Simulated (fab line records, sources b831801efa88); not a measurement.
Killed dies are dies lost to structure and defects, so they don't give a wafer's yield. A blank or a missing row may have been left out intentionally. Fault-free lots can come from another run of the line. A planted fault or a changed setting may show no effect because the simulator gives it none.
fab line records -- flow sky130
record lots=13, wafers=39, last_day=50
route steps=708 shown FIELD_ISO@16 CAPM@549 METAL3@563 PAD_OPEN@708
lots untouched by any fault: they come from a run of this same line in which no faults occurred
start_h: hours from the record's opening day to when the first of the lot's shown wafers began -- wait_h: hours from the lot's prior step to this one -- " as in the row above -- L1.1+2: one row covering several wafers at once -- - no value, or no start was given -- * or withheld: withheld -- < > ~ a bound
route shown NAME@n: a module of which the file shows steps, and the number in the route of the first -- usual: mean/standard deviation taken from wafers without a fault -- same: alike in all rows -- chamber/n: place in a boat -- sites: each site's reading -- _std_site: standard deviation across them -- _edge_site: outer sites' mean less inner sites' -- radius_mm: how far each site lies from the wafer's centre -- mask NAME#n: copy n -- behind: the most recent tool/chamber to have shaped the wafer -- hold: what put the lot on hold/how long, in hours/how the hold closed -- device: the n, p or np transistor that did not switch -- end of line: the same wafers' tests at the end of the route -- a step with no rows: only its recipe -- killed: count of dies lost to structure and defects at first sort (not the wafer's yield) -- map: shows each die of a wafer: x if killed, . if not, _ if none is there
set.NAME: the setting that was run; set.NAME@STEP: the one run at that earlier step -- model.NAME: the simulator's own value behind a step, which no gauge read
route steps across a sampled set of lots; one table per step, one row per wafer
services: from which hour (start_h, from the record's first day; less than 0 if before it) a tool's chamber was out of use, for how many hours, and why
## steps
# step SKY_FIELD_ISO_ETCH_15
# recipe chemistry=CHF3/O2, target_depth_nm=180, stop_on=Si, source_w=600, bias_w=200, pressure_mtorr=40, chf3_flow_sccm=50, O2_flow_sccm=5, time_s=72
# usual chf3_flow_sccm=49.98/0.18, drypump_motor_current_A=5.7/0.41, oes_product_au=0.945/0.007, throttle_valve_pct=8.844/0.0093
lot.wafer,tool,chamber,start_h,wait_h,chf3_flow_sccm,drypump_motor_current_A,oes_product_au,rf_hours_counter_h,throttle_valve_pct
L161.1,rie_diel-04,2,31.45,0.0,49.99,5.5,0.946,58,8.859
L161.3,rie_diel-04,0,31.45,0.0,50.20,6.2,0.943,4,8.833
L161.5,rie_diel-04,2,31.45,0.0,49.99,5.5,0.950,-,8.840
L162.1,rie_diel-04,0,35.35,0.0,50.12,6.2,0.939,4,8.846
L162.3,rie_diel-04,3,35.35,0.0,49.94,5.4,0.950,3,8.849
L162.4,rie_diel-04,0,35.35,0.0,50.21,6.2,0.940,-,8.846
L164.2,rie_diel-02,0,43.93,0.0,50.19,6.0,0.943,5,8.837
L164.3,rie_diel-02,2,43.93,0.0,49.79,5.7,0.940,5,8.844
L164.5,rie_diel-02,3,43.93,0.0,50.06,6.1,0.942,-,8.822
L165.1,rie_diel-01,1,52.15,0.0,50.11,5.9,0.936,9,8.846
L165.5,rie_diel-01,2,52.15,0.0,49.93,5.3,0.946,-,8.850
L165.6,rie_diel-01,3,52.15,0.0,50.03,5.0,0.942,-,8.841
L170.1,rie_diel-04,0,77.30,0.0,49.82,6.2,0.943,5,8.853
L170.3,rie_diel-04,1,77.30,0.0,50.12,5.5,0.936,82,8.837
L170.4,rie_diel-04,2,77.30,0.0,50.01,5.5,0.939,59,8.840
L171.1,rie_diel-04,0,80.75,0.0,50.25,6.2,0.945,5,8.830
L171.3,rie_diel-04,1,80.75,0.0,50.16,5.4,0.943,82,8.858
L171.4,rie_diel-04,3,80.75,0.0,49.97,5.4,0.943,4,8.855
L172.2,rie_diel-04,2,85.25,0.0,49.77,5.4,0.945,59,8.852
L172.3,rie_diel-04,1,85.25,0.0,49.87,5.5,0.941,82,8.847
L172.5,rie_diel-04,3,85.25,0.0,49.72,5.4,0.945,-,8.835
L175.2,rie_diel-04,2,101.43,0.0,50.14,5.5,0.939,59,8.842
L175.5,rie_diel-04,1,101.43,0.0,49.80,5.4,0.947,-,8.852
L175.6,rie_diel-04,0,101.43,0.0,50.16,6.2,0.944,-,8.844
L177.2,rie_diel-02,1,112.35,0.0,50.21,5.7,0.948,141,8.854
L177.4,rie_diel-02,3,112.35,0.0,49.71,6.1,0.954,4,8.837
L177.6,rie_diel-02,2,112.35,0.0,50.17,5.7,0.941,-,8.828
L178.1,rie_diel-01,3,118.87,0.0,49.94,5.0,0.956,0,8.837
L178.5,rie_diel-01,3,118.87,0.0,49.69,5.0,0.949,-,8.849
L178.6,rie_diel-01,2,118.87,0.0,49.97,5.3,0.949,-,8.841
L179.2,rie_diel-02,0,125.40,0.0,49.78,6.0,0.955,6,8.847
L179.3,rie_diel-02,3,125.40,0.0,50.28,6.2,0.955,4,8.851
L179.6,rie_diel-02,3,125.40,0.0,50.13,6.1,0.950,-,8.843
L182.3,rie_diel-01,3,137.73,0.0,49.78,5.0,0.952,1,8.849
L182.4,rie_diel-01,1,137.73,0.0,50.28,5.9,0.958,11,8.834
L182.5,rie_diel-01,0,137.73,0.0,49.79,6.4,0.960,-,8.850
L183.2,rie_diel-02,1,144.70,0.0,49.93,5.7,0.936,142,8.833
L183.3,rie_diel-02,3,144.70,0.0,49.83,6.1,0.936,5,8.852
L183.4,rie_diel-02,2,144.70,0.0,50.05,5.7,0.928,7,8.851
# step SKY_CAPM_OVL_MEAS_12
# usual CAPM_OVL=-1.3/1.3
lot.wafer,tool,chamber,start_h,wait_h,CAPM_OVL[nm]
L161.1,overlay-01,-,874.34,0.1,0.2
L161.3,overlay-01,-,874.34,0.1,-1.3
L161.5,overlay-01,-,874.34,0.1,0.5
L162.1,overlay-01,-,887.63,0.1,-1.9
L162.3,overlay-01,-,887.63,0.1,-3.1
L162.4,overlay-01,-,887.63,0.1,-2.1
L164.2,overlay-01,-,899.84,0.1,-1.8
L164.3,overlay-01,-,899.84,0.1,0.3
L164.5,overlay-01,-,899.84,0.1,0.4
L165.1,overlay-02,-,902.25,0.1,-1.7
L165.5,overlay-02,-,902.25,0.1,-2.2
L165.6,overlay-02,-,902.25,0.1,-1.0
L170.1,overlay-01,-,946.99,0.1,-1.3
L170.3,overlay-01,-,946.99,0.1,-0.3
L170.4,overlay-01,-,946.99,0.1,-2.9
L171.1,overlay-01,-,950.14,0.1,-4.0
L171.3,overlay-01,-,950.14,0.1,-2.3
L171.4,overlay-01,-,950.14,0.1,-1.5
L172.2,overlay-01,-,956.14,0.1,-1.9
L172.3,overlay-01,-,956.14,0.1,0.5
L172.5,overlay-01,-,956.14,0.1,-1.8
L177.2,overlay-02,-,995.99,0.1,-0.4
L177.4,overlay-02,-,995.99,0.1,-1.1
L177.6,overlay-02,-,995.99,0.1,0.2
L175.2,overlay-02,-,999.75,0.1,-2.2
L175.5,overlay-02,-,999.75,0.1,-2.2
L175.6,overlay-02,-,999.75,0.1,-1.1
L178.1,overlay-01,-,1025.54,0.1,-2.4
L178.5,overlay-01,-,1025.54,0.1,-3.8
L178.6,overlay-01,-,1025.54,0.1,-3.5
L179.2,overlay-02,-,1026.14,0.1,1.7
L179.3,overlay-02,-,1026.14,0.1,-1.4
L179.6,overlay-02,-,1026.14,0.1,-1.8
L182.3,overlay-01,-,1027.80,0.1,-2.1
L182.4,overlay-01,-,1027.80,0.1,-1.1
L182.5,overlay-01,-,1027.80,0.1,-2.2
L183.2,overlay-01,-,1046.79,0.1,-1.0
L183.3,overlay-01,-,1046.79,0.1,-0.7
L183.4,overlay-01,-,1046.79,0.1,-1.9
# step SKY_CAPM_STRIP_14
# recipe chemistry=O2/N2, power_w=1400, pressure_mtorr=1500, platen_temp_c=withheld, o2_flow_sccm=3000, n2_flow_sccm=300, overash_fraction=0.5
# usual drypump_motor_current_A=5.9/0.31, oes_product_au=0.711/0.0045, strip_time_to_endpoint_s=12.67/0.045
lot.wafer,tool,chamber,start_h,wait_h,drypump_motor_current_A,oes_product_au,rf_hours_counter_h,strip_time_to_endpoint_s
L161.1,plasma_asher-04,0,874.53,0.1,5.8,0.707,107,12.63
L161.3,plasma_asher-04,0,874.53,0.1,5.7,0.709,-,12.69
L161.5,plasma_asher-04,1,874.53,0.1,6.1,0.706,-,12.72
L162.1,plasma_asher-01,0,887.75,0.1,5.7,0.709,15,12.71
L162.3,plasma_asher-01,1,887.75,0.1,6.6,0.716,-,12.74
L162.4,plasma_asher-01,0,887.75,0.1,5.7,0.714,-,12.75
L164.2,plasma_asher-04,0,899.95,0.1,5.7,0.718,110,12.67
L164.3,plasma_asher-04,0,899.95,0.1,5.8,0.713,-,12.75
L164.5,plasma_asher-04,1,899.95,0.1,6.1,0.705,-,12.74
L165.1,plasma_asher-04,1,902.37,0.1,6.1,0.709,110,12.68
L165.5,plasma_asher-04,0,902.37,0.1,5.7,0.718,-,12.66
L165.6,plasma_asher-04,1,902.37,0.1,6.1,0.707,-,12.63
L170.1,plasma_asher-04,1,947.10,0.1,6.1,0.709,114,12.61
L170.3,plasma_asher-04,1,947.10,0.1,6.1,0.712,-,12.68
L170.4,plasma_asher-04,0,947.10,0.1,5.8,0.714,-,12.61
L171.1,plasma_asher-03,0,950.25,0.1,5.3,0.713,54,12.58
L171.3,plasma_asher-03,0,950.25,0.1,5.3,0.718,-,12.59
L171.4,plasma_asher-03,1,950.25,0.1,5.7,0.707,-,12.60
L172.2,plasma_asher-04,1,956.25,0.1,6.1,0.711,116,12.70
L172.3,plasma_asher-04,0,956.25,0.1,5.7,0.715,-,12.68
L172.5,plasma_asher-04,1,956.25,0.1,6.0,0.712,-,12.68
L177.2,plasma_asher-01,1,996.10,0.1,6.6,0.712,23,12.62
L177.4,plasma_asher-01,0,996.10,0.1,5.8,0.712,-,12.63
L177.6,plasma_asher-01,1,996.10,0.1,6.6,0.702,-,12.66
L175.2,plasma_asher-04,1,999.85,0.1,6.1,0.708,120,12.63
L175.5,plasma_asher-04,1,999.85,0.1,6.1,0.716,-,12.60
L175.6,plasma_asher-04,0,999.85,0.1,5.7,0.705,-,12.64
L178.1,plasma_asher-03,1,1025.65,0.1,5.8,0.709,62,12.66
L178.5,plasma_asher-03,0,1025.65,0.1,5.3,0.710,-,12.63
L178.6,plasma_asher-03,1,1025.65,0.1,5.8,0.704,-,12.65
L179.2,plasma_asher-04,1,1026.25,0.1,6.1,0.716,123,12.61
L179.3,plasma_asher-04,1,1026.25,0.1,6.1,0.710,-,12.65
L179.6,plasma_asher-04,0,1026.25,0.1,5.7,0.706,-,12.64
L182.3,plasma_asher-03,0,1027.93,0.1,5.3,0.712,-,12.72
L182.4,plasma_asher-03,1,1027.93,0.1,5.8,0.711,-,12.69
L182.5,plasma_asher-03,1,1027.93,0.1,5.8,0.711,-,12.72
L183.2,plasma_asher-01,0,1046.90,0.1,5.7,0.713,28,12.69
L183.3,plasma_asher-01,0,1046.90,0.1,5.8,0.708,-,12.68
L183.4,plasma_asher-01,1,1046.90,0.1,6.5,0.715,-,12.68
# step SKY_METAL3_CD_MEAS_13
# recipe target_cd_nm=300
# usual cd_nm=299.7/1.3
lot.wafer,tool,chamber,start_h,wait_h,cd_nm
L161.1,cd_sem-02,-,900.78,-,300.0
L161.3,cd_sem-02,-,900.78,-,300.2
L161.5,cd_sem-02,-,900.78,-,300.1
L162.1,cd_sem-01,-,914.18,-,298.9
L162.3,cd_sem-01,-,914.18,-,300.0
L162.4,cd_sem-01,-,914.18,-,297.9
L164.2,cd_sem-01,-,925.66,-,301.1
L164.3,cd_sem-01,-,925.66,-,300.8
L164.5,cd_sem-01,-,925.66,-,300.9
L165.1,cd_sem-02,-,927.93,-,296.5
L165.5,cd_sem-02,-,927.93,-,297.2
L165.6,cd_sem-02,-,927.93,-,297.5
L170.1,cd_sem-02,-,972.14,-,299.4
L170.3,cd_sem-02,-,972.14,-,300.4
L170.4,cd_sem-02,-,972.14,-,299.9
L171.1,cd_sem-01,-,974.99,-,298.7
L171.3,cd_sem-01,-,974.99,-,297.1
L171.4,cd_sem-01,-,974.99,-,297.7
L172.2,cd_sem-01,-,981.46,-,299.4
L172.3,cd_sem-01,-,981.46,-,300.3
L172.5,cd_sem-01,-,981.46,-,300.8
L177.2,cd_sem-01,-,1019.51,-,298.6
L177.4,cd_sem-01,-,1019.51,-,299.3
L177.6,cd_sem-01,-,1019.51,-,299.7
L175.2,cd_sem-01,-,1022.89,-,299.2
L175.5,cd_sem-01,-,1022.89,-,299.0
L175.6,cd_sem-01,-,1022.89,-,298.7
L178.1,cd_sem-02,-,1049.62,-,300.0
L178.5,cd_sem-02,-,1049.62,-,299.7
L178.6,cd_sem-02,-,1049.62,-,299.1
L179.2,cd_sem-02,-,1049.76,-,300.8
L179.3,cd_sem-02,-,1049.76,-,298.4
L179.6,cd_sem-02,-,1049.76,-,299.3
L182.3,cd_sem-02,-,1051.28,-,302.4
L182.4,cd_sem-02,-,1051.28,-,302.1
L182.5,cd_sem-02,-,1051.28,-,301.7
L183.2,cd_sem-02,-,1069.61,-,300.0
L183.3,cd_sem-02,-,1069.61,-,299.0
L183.4,cd_sem-02,-,1069.61,-,299.5
# step SKY_PAD_OPEN_PROBE_99
# usual killed_at_M0_to_M3=43/6.9, killed_at_M4_up=3.1/1.9, killed_at_contacts=24/5.4, killed_at_front_end=14/4.3, killed_at_other=0.3/0.53, killed_dies=84/9.5, killed_open=46/6.8, killed_short=38/6
# same gross_dies=492, killed_at_back_side=0
lot.wafer,tool,chamber,start_h,wait_h,killed_at_M0_to_M3,killed_at_M4_up,killed_at_contacts,killed_at_front_end,killed_at_other,killed_dies,killed_open,killed_short
L172.2,prober-01,-,1140.86,0.1,51,2,24,7,0,84,47,37
L172.3,prober-01,-,1140.91,0.2,38,2,27,47,1,115,47,37
L172.5,prober-01,-,1141.01,0.2,54,2,26,9,0,91,54,37
L175.2,prober-01,-,1171.77,0.1,42,5,22,11,0,80,49,31
L175.5,prober-01,-,1171.92,0.2,32,2,19,42,0,95,30,34
L175.6,prober-01,-,1171.97,0.2,59,2,29,11,0,101,56,45
# killed by level:class
L172.2 VIA1:geometric_particle:open=15 CONTACT:geometric_particle:open=9 VIA2:geometric_particle:open=9 CONTACT:geometric_particle:short=9 LI_CONTACT:geometric_particle:open=5 METAL1:geometric_particle:short=5 METAL2:geometric_particle:short=5 VIA1:geometric_particle:short=4
L172.3 FIELD_ISO:unspecified=30 LI_CONTACT:geometric_particle:open=10 VIA2:geometric_particle:open=10 VIA1:geometric_particle:open=8 CONTACT:geometric_particle:open=7 VIA1:geometric_particle:short=6 FIELD_ISO:geometric_particle:short=5 CONTACT:geometric_particle:short=5
L172.5 VIA1:geometric_particle:open=18 CONTACT:geometric_particle:open=9 VIA3:geometric_particle:open=8 METAL2:geometric_particle:short=7 LI_CONTACT:geometric_particle:short=6 VIA2:geometric_particle:open=6 LI_CONTACT:geometric_particle:open=5 METAL1:geometric_particle:short=5
L175.2 VIA1:geometric_particle:open=11 CONTACT:geometric_particle:open=9 LI_CONTACT:geometric_particle:open=8 VIA3:geometric_particle:open=8 VIA3:geometric_particle:short=5 POLY_GATE:geometric_particle:short=4 VIA2:geometric_particle:open=4 METAL4:geometric_particle:short=4
L175.5 FIELD_ISO:unspecified=31 METAL2:geometric_particle:short=8 CONTACT:geometric_particle:open=8 VIA1:geometric_particle:open=7 METAL1:geometric_particle:short=6 FIELD_ISO:geometric_particle:short=5 LI_CONTACT:geometric_particle:open=4 LOCAL_INTERCONNECT:geometric_particle:short=4
L175.6 VIA1:geometric_particle:open=17 CONTACT:geometric_particle:open=11 METAL1:geometric_particle:short=9 VIA2:geometric_particle:open=7 VIA3:geometric_particle:open=7 LI_CONTACT:geometric_particle:open=6 METAL2:geometric_particle:short=6 CONTACT:geometric_particle:short=5
## services
tool,chamber,start_h,hours,kind
rie_diel-04,2,10.05,9.6,repair
rie_diel-04,1,30.33,5.3,repair
rie_diel-04,1,103.29,6.7,repair
rie_diel-04,0,119.15,14.3,repair
plasma_asher-04,-,123.31,2.0,repair
rie_diel-04,2,125.97,5.7,repair
plasma_asher-04,-,129.92,0.5,repair
rie_diel-04,3,171.24,3.9,repair
rie_diel-04,-,249.18,15.6,pm
rie_diel-04,-,270.81,37.8,repair
rie_diel-04,2,273.96,5.7,repair
rie_diel-04,0,274.08,5.6,repair
rie_diel-04,1,284.66,15.2,repair
rie_diel-04,1,310.73,2.6,repair
rie_diel-04,-,458.20,2.6,repair
rie_diel-04,1,460.96,2.5,repair
plasma_asher-04,-,467.00,0.3,repair
plasma_asher-04,-,532.02,2.8,pm
plasma_asher-04,-,562.29,14.6,pm
rie_diel-04,-,590.31,0.6,repair
plasma_asher-04,-,616.74,0.7,repair
rie_diel-04,1,631.02,8.9,repair
plasma_asher-04,-,753.21,0.8,repair
rie_diel-04,3,821.35,2.6,repair
## key
first_sign step=SKY_PAD_OPEN_PROBE_99, reading=killed_at_front_end, direction=up, sigmas=7.1, usual=14, struck=44
effect none on later readings
met_at SKY_FIELD_ISO_ETCH_15
struck_lots L172,L175
struck_wafers L172.3,L175.5
tester_left_out L172,L175
not_acting_at SKY_CAPM_OVL_MEAS_12,SKY_CAPM_STRIP_14,SKY_METAL3_CD_MEAS_13
onset_between 80.75 85.25
fault kind=chamber_particle_source, tool=rie_diel-04, chamber=1, onset_h=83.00, steps=SKY_FIELD_ISO_ETCH_15, rate_per_visit_cm2=1.1285, end_h=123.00
# tester_left_out: of these lots the tester's yield and bins aren't shown, on N5 and GAA mostly nor the transistor test; their killed dies are dies lost to structure and defects alone, not to doping, threshold or leakage, so they don't give the yield
